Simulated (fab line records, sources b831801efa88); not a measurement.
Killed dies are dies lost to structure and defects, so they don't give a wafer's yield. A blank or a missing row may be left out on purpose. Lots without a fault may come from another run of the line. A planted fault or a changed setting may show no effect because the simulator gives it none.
Which tool did it? | flow sky130 | 12 lots, 35 wafers sampled, at 3 steps of a route of 708

WHAT THE GAUGES READ, wafer by wafer
SKY_METAL1_RS_MEAS_05: measures by four-point-probe. Usual: METAL1_ALCU_RS 0.1269 ohm/sq, standard deviation 0.0011.
lot  | measured     | on            | METAL1_ALCU_RS (ohm/sq) | flag
L715 | day 31 17:42 | film_metro-02 | 0.1256 0.1265 0.1283    |
L717 | day 32 06:43 | film_metro-02 | 0.1250 0.1259 0.1249    |
L719 | day 32 23:53 | film_metro-04 | 0.1263 0.1262 0.1260    |
L722 | day 34 10:13 | film_metro-04 | 0.1274 0.1276 0.1270    |
L721 | day 34 14:02 | film_metro-03 | 0.1250 0.1249 0.1265    |
L726 | day 35 08:35 | film_metro-04 | 0.1264 0.1263           |
L732 | day 37 15:45 | film_metro-02 | 0.1270 0.1265 0.1261    |
L734 | day 37 22:58 | film_metro-02 | 0.1255 0.1263 0.1260    |
L733 | day 38 03:13 | film_metro-04 | 0.1298 0.1269 0.1281    |
L735 | day 38 04:44 | film_metro-04 | 0.1265 0.1272 0.1286    |
L736 | day 38 09:12 | film_metro-03 | 0.1265 0.1262 0.1260    |
L738 | day 38 21:04 | film_metro-04 | 0.1292 0.1278 0.1291    |

SKY_VIA1_BOW_MEAS_03. Usual: VIA1_BOW 79 um, standard deviation 6.6.
lot  | measured     | on            | VIA1_BOW (um) | flag
L715 | day 32 22:05 | film_metro-04 | 73 68 64      |
L717 | day 33 10:44 | film_metro-03 | 80 86 87      |
L719 | day 34 04:11 | film_metro-01 | 80 83 76      |
L722 | day 35 14:48 | film_metro-04 | 82 78 81      |
L721 | day 35 18:08 | film_metro-04 | 72 82 75      |
L726 | day 36 12:08 | film_metro-03 | 66 86         |
L732 | day 38 18:29 | film_metro-01 | 78 79 77      |
L734 | day 39 02:16 | film_metro-01 | 76 68 75      |
L733 | day 39 06:17 | film_metro-01 | 83 81 82      |
L735 | day 39 08:07 | film_metro-04 | 95 72 89      |
L736 | day 39 12:20 | film_metro-04 | 83 84 79      |
L738 | day 39 23:37 | film_metro-03 | 75 90 93      |

WHICH TOOL RAN EACH LOT (tool, then ch and the chambers of the sampled wafers, then the start)
lot  | SKY_METAL1_SPUTTER_03
L715 | pvd_sputter-02, day 31 17:34
L717 | pvd_sputter-03, day 32 06:39
L719 | pvd_sputter-03, day 32 23:47
L722 | pvd_sputter-02, day 34 10:05
L721 | pvd_sputter-04, day 34 13:58
L726 | pvd_sputter-04, day 35 08:28
L732 | pvd_sputter-04, day 37 15:41
L734 | pvd_sputter-02, day 37 22:55
L733 | pvd_sputter-04, day 38 03:06
L735 | pvd_sputter-04, day 38 04:38
L736 | pvd_sputter-02, day 38 09:04
L738 | pvd_sputter-04, day 38 20:59
- SKY_METAL1_SPUTTER_03: material Ti, target thk 5 nm, time 3.3 s.

WHAT THE TOOLS THEMSELVES READ (means of the sampled wafers that have a number; where no wafer has one, the mark that the record gives instead)
SKY_METAL1_SPUTTER_03. Usual: throttle_valve_pct 30.2 %, standard deviation 0.87.
lot  | tool           | throttle_valve_pct (%) | flag
L715 | pvd_sputter-02 | 29.7                   |
L717 | pvd_sputter-03 | 30.2                   |
L719 | pvd_sputter-03 | 30.7                   |
L722 | pvd_sputter-02 | 29.7                   |
L721 | pvd_sputter-04 | 30.2                   |
L726 | pvd_sputter-04 | 30.8                   |
L732 | pvd_sputter-04 | 30.2                   |
L734 | pvd_sputter-02 | 29.8                   |
L733 | pvd_sputter-04 | 30.1                   |
L735 | pvd_sputter-04 | 30.2                   |
L736 | pvd_sputter-02 | 30.1                   |
L738 | pvd_sputter-04 | 30.1                   |

THE ANSWER, worked out from the rows above alone
Rule: a lot is off if the mean of its wafers that have a number lies more than 3 standard deviations from the usual mean. A lot without any number at a reading at which 4 lots or more have one is off too. The other lots that the step has rows for count as sound. The gauges are gone through in route order, then the tools' own readings, and for those a lot's mean is taken as printed above. The first step at which some lot is off is used, and at that step the reading that is off furthest; a lot without a number counts as furthest.
No lot is off at any reading shown: from this, nothing can be told.

WHAT THE SIMULATOR HAD PUT IN
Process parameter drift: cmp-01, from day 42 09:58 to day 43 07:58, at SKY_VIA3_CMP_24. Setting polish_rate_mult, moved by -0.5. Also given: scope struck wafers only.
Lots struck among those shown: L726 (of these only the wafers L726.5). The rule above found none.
